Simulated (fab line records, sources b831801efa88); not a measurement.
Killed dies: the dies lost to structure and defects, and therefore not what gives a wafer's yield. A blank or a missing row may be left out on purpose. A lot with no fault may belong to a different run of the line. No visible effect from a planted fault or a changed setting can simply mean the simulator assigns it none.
Problem report in the 8D (eight disciplines) form, filled by code :: flow sky130 :: the parts of the form that need people (team, actions taken, sign-off) are left out

== 1. WHAT WENT WRONG ==
CAPM_TIN_RS at SKY_CAPM_RS_MEAS_03 reads a mean of 7.38 ohm/sq on 6 wafers of 2 lots; wafers without a fault read 6.94 ohm/sq with a standard deviation of 0.071. That is +6.2 standard deviations from the usual mean.
The step: measures by four-point-probe.
Seen first at day 39 06:02 on film_metro-04, wafer L468.2. The record has a number at this step for 30 wafers belonging to 10 lots. Rule for "out" (also "out of limits"): further than 4 standard deviations from the usual mean. Any other wafer with a number is counted as sound.

== 2. WHAT IT IS, AND WHAT IT ISN'T ==
question: which readings at this step
is: CAPM_TIN_RS
is not: -

question: which lots
is: L468, L469
is not: L461, L462, L472, L477, L478, L481, L482, L483

question: which wafers of those lots
is: all that have a number
is not: -

question: read on which gauges
is: film_metro-04
is not: film_metro-02, film_metro-03

question: when
is: from day 39 06:02
is not: up to then (6 sound wafers); but 18 sound wafers of L472, L477, L478, L481, L482, L483 came after

== 3. THE SUSPECTS, EACH WITH WHAT RULES IT OUT ==
Counting: any tool at a process step up to the reading is kept as a suspect provided that every lot that is out went through it and no sound lot did after the first of them.
- the gauge at SKY_CAPM_RS_MEAS_03: kept. All the wafers that are out were read on film_metro-04, and no step on other tools shows them out.
- pvd_sputter-01 at SKY_METAL3_SPUTTER_04 (material TiN, target thk 70 nm, time 58.3 s): ruled out as a lasting fault. Following L468 (day 39 05:47), the first lot on it that is out, the sound lots L472, L478 were run on it.
- pvd_sputter-04 at SKY_CAPM_SPUTTER_02 (material TiN, target thk 200 nm, time 166.7 s): kept. It ran every lot that is out, first L468 (day 39 05:55), and no sound lot after that.
After counting, pvd_sputter-04 at SKY_CAPM_SPUTTER_02 and film_metro-04 at SKY_CAPM_RS_MEAS_03 remain.

== 4. THE CAUSE (what the simulator had put in) ==
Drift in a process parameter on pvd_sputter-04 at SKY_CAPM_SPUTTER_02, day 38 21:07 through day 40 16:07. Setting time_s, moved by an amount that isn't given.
Of the 2 suspects that counting leaves, this tool is one.

== 5. SEQUENCE OF EFFECTS, ordered by route ==
Each row: a reading where the mean over the struck wafers with a number is more than 3 standard deviations away from the usual. Only readings whose record carries a usual standard deviation are examined. hours: median over the lots of the time between each lot's start at the first step of this table that gives one and its start at this step. sigmas: the change, counted in usual standard deviations.
hours: 0
step: SKY_CAPM_RS_MEAS_03
reading: CAPM_TIN_RS
usual: 6.94 ohm/sq
on struck wafers: 7.38
change: +0.44
sigmas: +6.2

hours: 0
step: SKY_CAPM_THK_MEAS_04
reading: CAPM_TIN_THK
usual: 196.6 nm
on struck wafers: 186.3
change: -10.3
sigmas: -4.3

hours: 25
step: SKY_CAPM_METAL_ETCH_13
reading: oes_product_au
usual: 0.939 a.u.
on struck wafers: 0.908
change: -0.031
sigmas: -4.3
Here are the process steps it includes:
- SKY_CAPM_METAL_ETCH_13: etches TiN in Cl2/BCl3, stops on SiO2, target depth 220 nm, time 62.9 s.

== 6. HOW IT WOULD HAVE BEEN CAUGHT EARLIER ==
In this record the first reading out of limits at a measuring or inspecting step was taken at day 39 06:02, 9 hours after the fault began at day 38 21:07.
An alarm limit of 4 standard deviations would not have fired on the tool readings at SKY_CAPM_SPUTTER_02 for which the record gives a usual standard deviation, since none of them was out on any struck wafer.
L469, from the lots that are out (2), started SKY_CAPM_SPUTTER_02 on pvd_sputter-04 later than day 39 06:02. Had the tool been put on hold then, it would have been spared.
